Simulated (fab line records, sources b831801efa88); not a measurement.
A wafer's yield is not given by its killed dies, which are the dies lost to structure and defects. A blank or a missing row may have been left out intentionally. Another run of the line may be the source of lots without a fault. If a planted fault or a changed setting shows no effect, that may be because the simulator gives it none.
Lot-split experiment    flow sky130    route with 708 steps; 5 lots, 23 wafers read

ABOUT THE SPLIT
At SKY_VT_ADJUST_HVTR_COAT_02 (resist thk 1140 nm), the setting spinRpm was moved away from the recipe's 3000 rpm on 9 of the 23 wafers read, by +2.2% to +6.5%. For the rest of the wafers, this setting stayed at what the recipe calls for.

FROM THE SPLIT TO THE READING: what the file shows between them, 3 steps
- SKY_VT_ADJUST_HVTR_SOFTBAKE_03: time 60 s
- SKY_VT_ADJUST_HVTR_EXPOSE_04: exposes mask HVTRM, target cd 380 nm
- SKY_VT_ADJUST_HVTR_PEB_05

THE READING
NOVOLAK_of_VT_ADJUST_HVTR_COAT_02.thkNm (the simulator's own value, which no gauge read), in nm, at SKY_VT_ADJUST_HVTR_DEVELOP_06 (develop time 60 s). There is no usual value for it anywhere in the file. Here, 14 wafers ran the recipe; their average is 1144 nm with a standard deviation of 3 nm.

wafer   tool, chamber at the split  spinRpm as run, rpm  against the recipe  NOVOLAK_of_VT_ADJUST_HVTR_COAT_02.thkNm, nm  against lot-mates on the recipe
L074.1  lithoTrack-04, 0            3000                 recipe              1144                                         -
L074.2  lithoTrack-04, 0            3066                 +2.2%               1133                                         -10
L074.3  lithoTrack-04, 0            3000                 recipe              1142                                         -
L074.4  lithoTrack-04, 0            3000                 recipe              1143                                         -
L074.5  lithoTrack-04, 0            3066                 +2.2%               1130                                         -13
L076.1  lithoTrack-04, 0            3195                 +6.5%               1106                                         -32
L076.2  lithoTrack-04, 0            3000                 recipe              1139                                         -
L076.3  lithoTrack-04, 0            3195                 +6.5%               1101                                         -38
L076.5  lithoTrack-04, 0            3000                 recipe              1138                                         -
L076.6  lithoTrack-04, 0            3195                 +6.5%               1104                                         -34
L081.1  lithoTrack-02, 0            3000                 recipe              1146                                         -
L081.6  lithoTrack-02, 0            3000                 recipe              1146                                         -
L081.2  lithoTrack-02, 0            3101                 +3.4%               1125                                         -21
L081.3  lithoTrack-02, 0            3000                 recipe              1147                                         -
L081.5  lithoTrack-02, 0            3101                 +3.4%               1128                                         -18
L083.2  lithoTrack-04, 0            3000                 recipe              1144                                         -
L083.3  lithoTrack-04, 0            3092                 +3.1%               1130                                         -14
L083.4  lithoTrack-04, 0            3092                 +3.1%               1128                                         -16
L083.5  lithoTrack-04, 0            3000                 recipe              1140                                         -
L083.6  lithoTrack-04, 0            3000                 recipe              1147                                         -
L084.1  lithoTrack-02, 0            3000                 recipe              1148                                         -
L084.2  lithoTrack-02, 0            3000                 recipe              1145                                         -
L084.5  lithoTrack-02, 0            3000                 recipe              1146                                         -

THE FIT
A straight line over all 23 wafers: NOVOLAK_of_VT_ADJUST_HVTR_COAT_02.thkNm changes by -5.98 nm for each +1% of spinRpm; r = -0.98; the points scatter about the line by 3 nm.
The same after taking each lot's own level away (the mean of its wafers on the recipe; 23 wafers): -5.37 nm for each +1%; r = -0.99; scatter 1.8 nm.
According to that fit, moving spinRpm by its largest amount changes the reading by 35 nm.
Across the lots, their own levels run from 1138.5 to 1146.3 nm, a range of 2.6 times the standard deviation given above.
So the slope is not independent of the lot-to-lot level: the two fits are not the same.
Check: for one of the wafers moved furthest among these (+6.5%), held out of the fit, the line's prediction against its lot-mates is -35.6 nm. Against them it came out at -32.5 nm.

OTHER SPLITS ON THESE WAFERS
Note: prior to the reading, these wafers also went through further splits. Each is held against what the fit with the lots' levels taken away leaves over:
other split on the same wafers               wafers away from the commonest value  r with NOVOLAK_of_VT_ADJUST_HVTR_COAT_02.thkNm (lot level and that fit taken away)
SKY_FIELD_ISO_OXIDATION_01 tempC             18                                    -0.21
SKY_FIELD_ISO_STRIP_16 powerW                5                                     +0.13
SKY_PWDE_IMPLANT_08 energyKev                4                                     -0.16
SKY_NWELL_IMPLANT_11 doseCm2                 8                                     -0.37
SKY_NWELL_SOFTBAKE_19 tempC                  5                                     -0.31
SKY_NWELL_DEVELOP_22 devTempC                10                                    +0.04
SKY_VT_ADJUST_HVTP_EXPOSE_04 doseMj          7                                     +0.04
SKY_VT_ADJUST_NCORE_DEVELOP_06 developTimeS  7                                     +0.03

THE WHOLE CHAIN: every reading that the file lists as answering this split, in the file's order
step                           what it does        reading                                                                                   change (the file's fit)               r (the file's)
SKY_VT_ADJUST_HVTR_COAT_02     resist thk 1140 nm  NOVOLAK_of_VT_ADJUST_HVTR_COAT_02.thkNm (the simulator's own value, which no gauge read)  -5.35 nm for each +1% of the setting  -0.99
SKY_VT_ADJUST_HVTR_DEVELOP_06  develop time 60 s   NOVOLAK_of_VT_ADJUST_HVTR_COAT_02.thkNm (the simulator's own value, which no gauge read)  -5.36 nm for each +1% of the setting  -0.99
SKY_VT_ADJUST_HVTR_STRIP_10    strips in O2/N2     stripTimeToEndpointS                                                                      withheld for each +1% of the setting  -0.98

FILE'S OWN FIT
NOVOLAK_of_VT_ADJUST_HVTR_COAT_02.thkNm changes by -5.36 nm for each +1% of spinRpm, r = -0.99.
